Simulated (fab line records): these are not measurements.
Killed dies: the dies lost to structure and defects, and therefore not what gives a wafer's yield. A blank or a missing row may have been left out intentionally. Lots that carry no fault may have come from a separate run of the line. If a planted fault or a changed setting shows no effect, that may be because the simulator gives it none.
The tool behind it: which one? / flow sky130 / 18 wafers from 6 lots sampled at 2 of the route's 708 steps

== WHAT THE GAUGES SHOWED, per wafer ==
SKY_VT_ADJUST_LVTN_OVL_MEAS_18.
lot=L375; measured=day 8 13:20; on=overlay-02; VT_ADJUST_LVTN_01_OVL (nm)=-3.8 -1.3 -2.1
lot=L376; measured=day 8 14:50; on=overlay-01; VT_ADJUST_LVTN_01_OVL (nm)=-1.3 -0.8 -3.1
lot=L385; measured=day 11 03:46; on=overlay-01; VT_ADJUST_LVTN_01_OVL (nm)=225.9 229.5 227.8
lot=L387; measured=day 11 20:43; on=overlay-02; VT_ADJUST_LVTN_01_OVL (nm)=226.2 225.3 224.3
lot=L389; measured=day 12 07:02; on=overlay-01; VT_ADJUST_LVTN_01_OVL (nm)=0.6 -0.7 -0.9
lot=L393; measured=day 13 08:03; on=overlay-02; VT_ADJUST_LVTN_01_OVL (nm)=-0.7 0.8 -1.6

== TOOL THAT RAN EACH LOT (tool first, then ch and the chambers of the sampled wafers, then the start) ==
lot=L375; SKY_VT_ADJUST_LVTN_EXPOSE_15=iline-stepper-02 ch 0, day 8 03:40
lot=L376; SKY_VT_ADJUST_LVTN_EXPOSE_15=iline-stepper-02 ch 0, day 8 04:59
lot=L385; SKY_VT_ADJUST_LVTN_EXPOSE_15=iline-stepper-02 ch 0, day 10 16:13
lot=L387; SKY_VT_ADJUST_LVTN_EXPOSE_15=iline-stepper-02 ch 0, day 11 08:56
lot=L389; SKY_VT_ADJUST_LVTN_EXPOSE_15=iline-stepper-01 ch 0, day 11 19:18
lot=L393; SKY_VT_ADJUST_LVTN_EXPOSE_15=iline-stepper-01 ch 0, day 12 19:26
- SKY_VT_ADJUST_LVTN_EXPOSE_15: exposes mask HVN STD DERIVED, target cd 600 nm.

== THE ANSWER, worked out from the rows above alone ==
Rule: the lots themselves supply what counts as usual. The widest of any qualifying gaps counts: lots, ordered by their means at a reading, are off when they make up no more than a third of the lots, leave a main group of 4 or more, and stand apart from it by 3 or more times the standard deviation of that group's means. A main group whose means are all the same, to the digits that the tables above print for the reading, isn't used. A lot without any number at a reading at which 4 lots or more have one is off too. Where the step has rows for the other lots, those lots are counted as sound.
Off: at SKY_VT_ADJUST_LVTN_OVL_MEAS_18 (VT_ADJUST_LVTN_01_OVL), L385, L387. Mean -1.2 nm and standard deviation 0.86 in the main group.
If a tool, at a process step before that reading, ran all the lots that are off and no sound lot after the first of them, it fits. Those tools and the gauges at SKY_VT_ADJUST_LVTN_OVL_MEAS_18 are tried in the same way. One fits: SKY_VT_ADJUST_LVTN_EXPOSE_15 on iline-stepper-02. A fault onset in the window from L376 (day 8 04:59, its last sound lot) to L385 (day 10 16:13, its first lot off) fits.

== WHAT WAS PUT IN BY THE SIMULATOR ==
Scanner matching overlay: iline-stepper-02, from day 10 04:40 on, at SKY_VT_ADJUST_LVTN_EXPOSE_15. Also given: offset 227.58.
Struck lots among those shown: L385, L387. The rule above reached the same finding.
